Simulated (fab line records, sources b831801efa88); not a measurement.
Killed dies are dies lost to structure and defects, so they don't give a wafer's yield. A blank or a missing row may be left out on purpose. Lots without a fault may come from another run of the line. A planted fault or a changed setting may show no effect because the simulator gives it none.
A struck lot beside a sound one | flow sky130 | 43 steps out of a route of 708
Sound: wafers L990.3, L990.5, L990.6. Struck: wafer L997.3. (L997.1, L997.6 of the same lot were not struck and are left out.) The cause comes at the end.
At each step with rows: each side's tool, then ch and its chambers, then its first start. Under that, the readings that differ: sound wafers | struck wafers | difference of the means | sigmas: that difference in standard deviations of wafers without a fault.
alike: readings whose means differ by less than 2 such deviations, and words and numbers that are the same on both sides. not compared: withheld readings, readings that some wafer has no value for, bounds like >300 that may hide the same value, and numbers for which the record gives no deviation and whose values overlap.
The two part at a step that has a row with sigmas, a row that says differs or no value, or rows on one side only. Numbers that don't overlap but have no deviation are shown without sigmas and don't part them. A reading that every wafer of one side lacks parts them only if that side has two wafers or more.

first, 2 steps without rows for these wafers: SKY_VIA3_SPUTTER_20 (material TiN, target thk 20 nm, time 80 s); SKY_VIA3_CVD_21 (deposits W, target thk 390 nm, time 117.31 s).
SKY_VIA3_RS_MEAS_22: measures by four-point-probe.
  sound on film_metro-01, day 39 15:20; struck on film_metro-04, day 41 20:50
  alike: VIA3_W_RS
SKY_VIA3_THK_MEAS_23: measures by xrf.
  sound on film_metro-01, day 39 15:26; struck on film_metro-04, day 41 20:58
  alike: VIA3_W_THK
then, 2 steps without rows for these wafers: SKY_VIA3_CMP_24 (polishes, stops on SiO2, t overpolish 20 s, target thk 0 nm); SKY_METAL4_SPUTTER_00 (material Ti, target thk 15 nm, time 10 s).
SKY_METAL4_SPUTTER_01: material TiN, target thk 20 nm, time 16.7 s.
  sound on pvd_sputter-02, day 39 16:44; struck on pvd_sputter-04, day 41 21:20
  alike: throttle_valve_pct
then, 3 steps without rows for these wafers: SKY_METAL4_SPUTTER_02 (material AlCu, target thk 735 nm, time 39.1 s); SKY_METAL4_SPUTTER_03 (material Ti, target thk 5 nm, time 3.3 s); SKY_METAL4_SPUTTER_04 (material TiN, target thk 70 nm, time 58.3 s).
SKY_CAP2M_CVD_00: deposits SiO2, target thk 15.5 nm.
  sound on pecvd-02 ch 0,1,2, day 39 16:52; struck on pecvd-02 ch 0, day 41 21:29
  alike: heater_power_outer_w, heater_power_w, susceptor_temp_C
SKY_CAP2M_THK_MEAS_01:
  sound on film_metro-02, day 39 16:55; struck on film_metro-04, day 41 21:30
  alike: CAP2M_CVD_00_THK
SKY_CAP2M_SPUTTER_02: material TiN, target thk 200 nm, time 166.7 s.
  sound on pvd_sputter-01, day 39 16:58; struck on pvd_sputter-01, day 41 21:34
  alike: susceptor_temp_C, throttle_valve_pct
SKY_CAP2M_RS_MEAS_03: measures by four-point-probe.
  sound on film_metro-01, day 39 17:07; struck on film_metro-02, day 41 21:40
  alike: CAP2M_TIN_RS
SKY_CAP2M_THK_MEAS_04: measures by xrf.
  sound on film_metro-01, day 39 17:13; struck on film_metro-02, day 41 21:47
  alike: CAP2M_TIN_THK
then, 7 steps without rows for these wafers: SKY_CAP2M_DEHYDRATE_05 (time 60 s); SKY_CAP2M_HMDS_06 (prime time 60 s); SKY_CAP2M_COAT_07 (resist thk 1140 nm); SKY_CAP2M_SOFTBAKE_08 (time 60 s); SKY_CAP2M_EXPOSE_09 (exposes mask CAP2M, target cd 1000 nm); SKY_CAP2M_PEB_10; SKY_CAP2M_DEVELOP_11 (develop time 60 s).
SKY_CAP2M_OVL_MEAS_12:
  sound on overlay-02, day 40 17:26; struck on overlay-02, day 42 20:38
  alike: CAP2M_OVL
SKY_CAP2M_METAL_ETCH_13: etches TiN in Cl2/BCl3, stops on SiO2, target depth 220 nm, time 62.9 s.
  sound on rie_metal-03 ch 0,1, day 40 17:29; struck on rie_metal-02 ch 0, day 42 20:40
  alike: bias_w, drypump_motor_current_A, oes_product_au, throttle_valve_pct
  not compared: rf_hours_counter_h
then, 12 steps without rows for these wafers: SKY_CAP2M_STRIP_14 (strips in O2/N2); SKY_CAP2M_STRIP_15 (strips in post etch residue remover, time 1200 s); SKY_CAP2M_CLEAN_16 (cleans in IPA, time 180 s); SKY_CAP2M_CLEAN_17 (cleans in O3/DIW); SKY_METAL4_DEHYDRATE_05 (time 60 s); SKY_METAL4_HMDS_06 (prime time 60 s); SKY_METAL4_COAT_07 (resist thk 60 nm); SKY_METAL4_COAT_08 (resist thk 1140 nm); SKY_METAL4_SOFTBAKE_09 (time 90 s); SKY_METAL4_EXPOSE_10 (exposes mask MM4, target cd 300 nm); SKY_METAL4_PEB_11; SKY_METAL4_DEVELOP_12 (develop time 60 s).
SKY_METAL4_CD_MEAS_13: target cd 300 nm.
  sound on cd_sem-02, day 41 18:54; struck on cd_sem-01, day 43 19:50
  alike: cd_nm
SKY_METAL4_OVL_MEAS_14:
  sound on overlay-01, day 41 18:59; struck on overlay-02, day 43 19:57
  reading         | sound  | struck | difference | sigmas
  METAL4_OVL (nm) | 7 5 11 | -9     | -17        | -3
SKY_METAL4_DESCUM_15: chemistry O2, time 8 s.
  sound on rie_metal-02 ch 0,1, day 41 19:01; struck on rie_metal-02 ch 0, day 43 19:59
  alike: drypump_motor_current_A, oes_product_au
  not compared: rf_hours_counter_h
SKY_METAL4_ETCH_16: etches BARC in N2/H2, stops on SiO2, time 88.2 s, target depth 60 nm.
  sound on rie_metal-02 ch 0,1, day 41 19:05; struck on rie_metal-02 ch 0, day 43 20:01
  alike: bias_w, drypump_motor_current_A, oes_product_au, throttle_valve_pct
  not compared: rf_hours_counter_h
then, 2 steps without rows for these wafers: SKY_METAL4_ETCH_17 (etches SiO2 in C4F8/O2/Ar, stops on TiN, time 3.9 s, target depth 15 nm); SKY_METAL4_METAL_ETCH_18 (etches the open film in Cl2/BCl3, stops on SiO2, target depth 845 nm, time 183.1 s).
-- the record jumps here: 4 days lie between the struck wafers' starts before and after (it left off in module METAL4 and takes up again in module PAD_OPEN, whose first step shown is number 708 of the route) --
SKY_PAD_OPEN_PROBE_99:
  sound on prober-01, day 45 18:58; struck on prober-02, day 47 13:08
  reading                               | sound               | struck | difference | sigmas
  defect_limited_yield (%)              | 82.9 83.7 83.5      | 72.8   | -10.6      | -6
  killed_at_other                       | 0 0 1               | 54     | +54        | +93
  killed_dies                           | 84 80 81            | 134    | +52        | +6
  sort_bin_3_pad_short (%)              | 0.2 0.8 0.4         | 3.0    | +2.5       | +7
  sort_bin_5_function (%)               | 11.6 9.8 7.9        | 17.3   | +7.5       | +6
  sort_n_pass                           | 408 412 411         | 358    | -52        | -6
  sort_yield_pct (%)                    | 82.9 83.7 83.5      | 72.8   | -10.6      | -6
  model.etest.tester.sort_n_pass        | 408 412 411         | 358    | -52        |
  model.etest.tester.sort_yield_pct (%) | 82.93 83.74 83.54   | 72.76  | -10.64     |
  model.etest.tester.sort_bin_5_pct (%) | 11.59 9.756 7.927   | 17.28  | +7.52      |
  model.etest.tester.sort_bin_3_pct (%) | 0.2033 0.813 0.4065 | 3.049  | +2.575     |
  alike: killed_at_M0_to_M3, killed_at_M4_up, killed_at_contacts, killed_at_front_end, killed_on_rim, killed_open, killed_short, sort_bin_6_memory

WHERE THEY PART
First at SKY_METAL4_OVL_MEAS_14; last, within this record, at SKY_PAD_OPEN_PROBE_99.

WHY: what the simulator had put in
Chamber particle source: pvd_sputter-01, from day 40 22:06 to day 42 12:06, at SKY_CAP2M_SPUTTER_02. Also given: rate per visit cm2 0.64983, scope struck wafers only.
